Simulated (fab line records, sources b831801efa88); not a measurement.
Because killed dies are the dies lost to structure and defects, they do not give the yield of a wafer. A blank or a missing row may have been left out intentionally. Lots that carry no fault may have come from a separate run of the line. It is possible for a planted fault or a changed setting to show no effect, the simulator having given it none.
Code-filled problem report in 8D (eight disciplines) form -- flow sky130 -- the parts of the form that need people (team, actions taken, sign-off) are left out

1. PROBLEM STATEMENT
Mean of cdNm at SKY_LI_CONTACT_CD_MEAS_12: 73.1 nm over 2 wafers from 1 lot, against 170.0 nm (standard deviation 1.6) on wafers with no fault. That is -61 standard deviations from the usual mean.
The step: target cd 170 nm.
Earliest sighting: wafer L279.5 on cdSem-01 at day 33 18:05. Wafers with a number at this step in the record: 38, from 13 lots. The rule behind "out" and "out of limits": a value lying over 4 standard deviations away from the usual mean. All remaining wafers that have a number are taken as sound.

2. WHAT THIS IS AND IS NOT
question,is,is not
which readings at this step,cdNm,-
which lots,L279,"L268, L270, L273, L282, L283, L284, L285, L287, L288, L289, L290, L291"
which wafers of those lots,all that have a number,-
read on which gauges,cdSem-01,cdSem-02
when,from day 33 18:05,"up to then (9 sound wafers); but 27 sound wafers of L282, L283, L284, L285, L287, L288, L289, L290, L291 came after"

3. THE SUSPECTS, EACH WITH WHAT RULES IT OUT
Counting: a tool at a process step up to the reading stays a suspect if it ran every lot that is out and no sound lot after the first of them.
- the gauge at SKY_LI_CONTACT_CD_MEAS_12 has been ruled out. All the wafers that are out were read on cdSem-01, but those of them that SKY_PAD_OPEN_PROBE_99 has rows for are out there too, on other tools.
- krfScanner-01 at SKY_LI_CONTACT_EXPOSE_09 (exposes mask LICM1, target cd 170 nm): ruled out as a lasting fault. After its first lot that is out, L279 (day 33 04:25), sound lots L287, L288, L289, L290, L291 ran on it.
Left after counting: nothing in the record.

4. THE CAUSE (what the simulator had put in)
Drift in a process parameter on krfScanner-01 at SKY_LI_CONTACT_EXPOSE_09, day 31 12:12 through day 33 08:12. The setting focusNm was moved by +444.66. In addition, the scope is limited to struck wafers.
Counting ruled it out, wrongly: the rule takes a fault to strike every lot that its tool runs from its start on, and this one did not.

5. SEQUENCE OF EFFECTS, ordered by route
Rows list readings where the struck wafers' mean (over those with a number) sits beyond 3 standard deviations from the usual. Only readings whose record carries a usual standard deviation are examined. hours: median over the lots of the time between each lot's start at the first step of this table that gives one and its start at this step. sigmas: the change, counted in usual standard deviations.
hours,step,reading,usual,on struck wafers,change,sigmas
0,SKY_LI_CONTACT_CD_MEAS_12,cdNm,170.0 nm,73.1,-96.9,-61
379,SKY_PAD_OPEN_PROBE_99,killedAtContacts,25,442,+418,+82
379,SKY_PAD_OPEN_PROBE_99,killedDies,87,492,+405,+46
379,SKY_PAD_OPEN_PROBE_99,killedOnRim,16,96,+80,+22
Here are the process steps it includes:
- SKY_PAD_OPEN_PROBE_99

6. WHAT WOULD HAVE CAUGHT IT SOONER
Counted from the fault's start at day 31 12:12, it took 54 hours until the first out-of-limits reading at a measuring or inspecting step in this record, taken at day 33 18:05.
